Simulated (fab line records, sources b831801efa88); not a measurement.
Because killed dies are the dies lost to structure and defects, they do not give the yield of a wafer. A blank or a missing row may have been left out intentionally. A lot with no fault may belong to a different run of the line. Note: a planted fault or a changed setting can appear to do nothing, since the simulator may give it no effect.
Comparing a struck lot with a sound one || flow sfq line || 17 steps out of a route of 325
Sound: wafers L771.1, L771.3, L771.4. Struck: wafer L783.4. (L783.2, L783.3 of the same lot were not struck and are left out.) The cause comes at the end.
For every step that has rows: the tool of each side, followed by ch and its chambers, followed by its first start. Under that, the readings that differ: sound wafers || struck wafers || difference of the means || sigmas: that difference in standard deviations of wafers without a fault.
alike: words and numbers the same on both sides, and readings whose means are apart by under 2 such deviations; not compared: readings that were withheld, readings missing a value for some wafer, numbers with overlapping values and no deviation given by the record, and bounds like >300 which may hide the same value.
The two part at a step that has a row with sigmas, a row that says differs or no value, or rows on one side only. Non-overlapping numbers with no deviation appear without sigmas and do not part them. A reading missing from all wafers of one side parts the sides only when that side holds two or more wafers.

SFQ_TRILAYER_I3_VIA_BARC_OPEN_VIA_ETCH_121: etches BARC in O2, target depth 125 nm, time 41.7 s.
  sound on rie diel-01 ch 0,1,2, day 35 01:37; struck on rie diel-02 ch 2, day 41 21:33
  alike: drypump motor current A, oes product au
  not compared: rf hours counter h
SFQ_TRILAYER_I3_VIA_ETCH_VIA_ETCH_088: etches SiO2 in CHF3, stops on Nb, target depth 260 nm.
  sound on rie diel-01 ch 0,1,2, day 35 01:39; struck on rie diel-02 ch 2, day 41 21:35
  alike: drypump motor current A, oes product au
SFQ_TRILAYER_I3_VIA_STRIP_STRIP_089: strips in O2.
  sound on rie metal-04 ch 0,1, day 35 01:46; struck on rie metal-04 ch 0, day 41 21:42
  alike: drypump motor current A, oes product au, platen temp c
  not compared: rf hours counter h
then, 2 steps without rows for these wafers: SFQ_TRILAYER_I3_VIA_STRIP_SOLV_CLEAN_090 (cleans in NMP, time 600 s); SFQ_TRILAYER_M4_DEP_PRE_CLEAN_092 (time 22.5 s).
SFQ_TRILAYER_M4_DEP_SPUTTER_091: material Nb, target thk 200 nm, time 133.3 s.
  sound on pvd sputter-06, day 35 02:34; struck on pvd sputter-05, day 41 22:31
  alike: throttle valve pct
SFQ_M4_RS_MEAS_924: measures by four-point-probe.
  sound on film metro-02, day 35 02:40; struck on film metro-02, day 41 22:37
  alike: M4_NB_RS
then, 4 steps without rows for these wafers: SFQ_TRILAYER_M4_LITHO_COAT_098 (resist thk 62 nm); SFQ_TRILAYER_M4_LITHO_COAT_093 (resist thk 600 nm); SFQ_TRILAYER_M4_LITHO_SOFTBAKE_097; SFQ_TRILAYER_M4_LITHO_EXPOSE_094 (exposes mask M4, target cd 500 nm).
-- the record jumps here: 6 days lie between the struck wafers' starts before and after --
SFQ_TRILAYER_M4_LITHO_PEB_096: peb time 60 s.
  sound on litho track-01 ch 0, day 40 22:14; struck on litho track-04 ch 0, day 47 15:01
{"reading": "heater power total W (W)", "sound": "79.07 79.04 79.09", "struck": 86.16, "difference": "+7.09", "sigmas": "+96"}
then, 1 step without rows for these wafers: SFQ_TRILAYER_M4_LITHO_DEVELOP_095 (time 60 s).
SFQ_M4_OVL_MEAS_926:
  sound on overlay-01, day 40 22:32; struck on overlay-02, day 47 15:17
  alike: M4_OVL
SFQ_TRILAYER_M4_BARC_OPEN_METAL_ETCH_123: etches BARC in O2, target depth 125 nm, time 41.7 s.
  sound on rie metal-04 ch 0,1, day 40 22:34; struck on rie metal-04 ch 1, day 47 15:19
{"reading": "model.M4.cd nm (nm)", "sound": "501 499.7 501", "struck": 541.1, "difference": "+40.5", "sigmas": ""}
  alike: drypump motor current A, oes product au
  not compared: rf hours counter h
SFQ_TRILAYER_M4_ETCH_METAL_ETCH_096: etches Nb in Cl2/Ar, stops on SiO2, target depth 240 nm, time 120 s.
  sound on rie metal-04 ch 0,1, day 40 22:38; struck on rie metal-04 ch 1, day 47 15:23
{"reading": "model.M4.cd nm (nm)", "sound": "500 499.1 499.7", "struck": 541.9, "difference": "+42.3", "sigmas": ""}
  alike: drypump motor current A, oes product au
  not compared: rf hours counter h
SFQ_TRILAYER_M4_STRIP_STRIP_097: strips in O2.
  sound on rie metal-04 ch 0,1, day 40 22:45; struck on rie metal-04 ch 1, day 47 15:30
  alike: drypump motor current A, oes product au, platen temp c
  not compared: rf hours counter h

== WHERE THEY PART ==
At SFQ_TRILAYER_M4_LITHO_PEB_096 and nowhere else, as far as this record goes. Later steps at which nothing parts them and some readings are alike: SFQ_M4_OVL_MEAS_926, SFQ_TRILAYER_M4_BARC_OPEN_METAL_ETCH_123, SFQ_TRILAYER_M4_ETCH_METAL_ETCH_096, SFQ_TRILAYER_M4_STRIP_STRIP_097.

WHY: what the simulator had put in
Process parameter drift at SFQ_TRILAYER_M4_LITHO_PEB_096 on litho track-04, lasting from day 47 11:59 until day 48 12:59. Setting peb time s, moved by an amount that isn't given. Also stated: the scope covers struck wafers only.
